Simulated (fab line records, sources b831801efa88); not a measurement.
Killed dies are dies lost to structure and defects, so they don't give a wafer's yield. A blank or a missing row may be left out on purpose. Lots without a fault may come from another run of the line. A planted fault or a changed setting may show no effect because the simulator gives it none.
Which tool did it? | flow sky130 | 6 lots, 18 wafers sampled, at 2 steps of a route of 708

WHAT THE GAUGES READ, wafer by wafer
SKY_VT_ADJUST_HVTP_OVL_MEAS_08.
lot  | measured     | on         | VT_ADJUST_HVTP_OVL (nm)
L731 | day 6 18:37  | overlay-01 | 1.2 1.8 1.1
L733 | day 7 10:19  | overlay-01 | -2.0 -0.2 -1.0
L737 | day 8 10:26  | overlay-01 | 2.1 1.0 -0.4
L742 | day 9 11:28  | overlay-02 | 279.7 278.7 279.2
L747 | day 10 19:01 | overlay-02 | 276.2 277.3 277.0
L752 | day 12 01:55 | overlay-01 | 0.3 0.4 -0.6

WHICH TOOL RAN EACH LOT (tool, then ch and the chambers of the sampled wafers, then the start)
lot  | SKY_VT_ADJUST_HVTP_EXPOSE_04
L731 | iline_stepper-01 ch 0, day 6 08:52
L733 | iline_stepper-01 ch 0, day 7 00:37
L737 | iline_stepper-02 ch 0, day 7 23:55
L742 | iline_stepper-02 ch 0, day 9 01:24
L747 | iline_stepper-02 ch 0, day 10 08:49
L752 | iline_stepper-01 ch 0, day 11 14:35
- SKY_VT_ADJUST_HVTP_EXPOSE_04: exposes mask HVTPM, target cd 380 nm.

THE ANSWER, worked out from the rows above alone
Rule: what is usual is taken from the lots themselves. Put in order of their means at a reading, lots are off if they are a third of the lots or fewer, leave a main group of 4 or more, and stand apart from it by a gap of 3 or more times the standard deviation of the main group's means; of several such gaps the widest counts. A main group whose means are all the same, to the digits that the tables above print for the reading, isn't used. A lot without any number at a reading at which 4 lots or more have one is off too. The other lots that the step has rows for count as sound.
Off: L742, L747, at SKY_VT_ADJUST_HVTP_OVL_MEAS_08 (VT_ADJUST_HVTP_OVL). The main group: mean 0.3 nm, standard deviation 0.93.
A tool fits if, at a process step before that reading, it ran every lot that is off, and no sound lot after the first of them. The gauges at SKY_VT_ADJUST_HVTP_OVL_MEAS_08 are tried like those tools. Can't be told from this: 2 tools fit, iline_stepper-02 at SKY_VT_ADJUST_HVTP_EXPOSE_04, overlay-02 at SKY_VT_ADJUST_HVTP_OVL_MEAS_08.

WHAT THE SIMULATOR HAD PUT IN
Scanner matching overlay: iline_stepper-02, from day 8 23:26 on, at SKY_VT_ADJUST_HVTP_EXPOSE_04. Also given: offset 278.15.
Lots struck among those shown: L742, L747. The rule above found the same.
